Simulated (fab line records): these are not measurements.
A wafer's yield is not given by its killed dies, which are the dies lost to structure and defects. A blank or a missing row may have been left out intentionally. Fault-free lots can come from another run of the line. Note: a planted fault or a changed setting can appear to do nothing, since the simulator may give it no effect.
Matching of chambers / flow gf180mcu / GF_V1_CVD_00 on hdpcvd-01 has 3 sister chambers
The step deposits SiO2, target thk 600 nm, time 100 s. 3 wafers are shown with their chamber, then 7 later ones without.

WAFERS WITH THEIR CHAMBER
wafer=L457.2; chamber=2; pressureMtorr (mTorr)=6.007
wafer=L458.1; chamber=0; pressureMtorr (mTorr)=6.000
wafer=L458.3; chamber=1; pressureMtorr (mTorr)=5.994

WAFERS WITH NO CHAMBER GIVEN
wafer=L458.5; pressureMtorr (mTorr)=5.986
wafer=L459.1; pressureMtorr (mTorr)=6.022
wafer=L459.3; pressureMtorr (mTorr)=6.012
wafer=L459.5; pressureMtorr (mTorr)=5.991
wafer=L460.2; pressureMtorr (mTorr)=6.004
wafer=L460.4; pressureMtorr (mTorr)=5.987
wafer=L460.5; pressureMtorr (mTorr)=6.012

WHICH CHAMBER EACH WENT THROUGH
wafer=L458.5; from the rows above=can't be placed: 1 or 0 or 2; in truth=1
wafer=L459.1; from the rows above=can't be placed: 2 or 0 or 1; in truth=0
wafer=L459.3; from the rows above=can't be placed: 2 or 0 or 1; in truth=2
wafer=L459.5; from the rows above=can't be placed: 1 or 0 or 2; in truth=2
wafer=L460.2; from the rows above=can't be placed: 2 or 0 or 1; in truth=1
wafer=L460.4; from the rows above=can't be placed: 1 or 0 or 2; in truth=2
wafer=L460.5; from the rows above=can't be placed: 2 or 0 or 1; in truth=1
0 of 7 placed correctly. These rows do not allow placing 7 (true chamber among the candidates in 7). Wrongly placed: 0.
How it was worked out, from the rows above alone: a wafer's distance from a chamber is the root of the sum, over the readings, of the square of ((its reading less the chamber's mean) divided by the reading's scatter). If the next closest chamber is less than 2 further off than the closest, the wafer can't be placed; otherwise it belongs to the closest. A chamber's mean is the mean of its shown wafers. The scatter (one wafer shown for each chamber): square how far every hidden wafer sits from the nearest shown wafer, average those squares and take the square root.
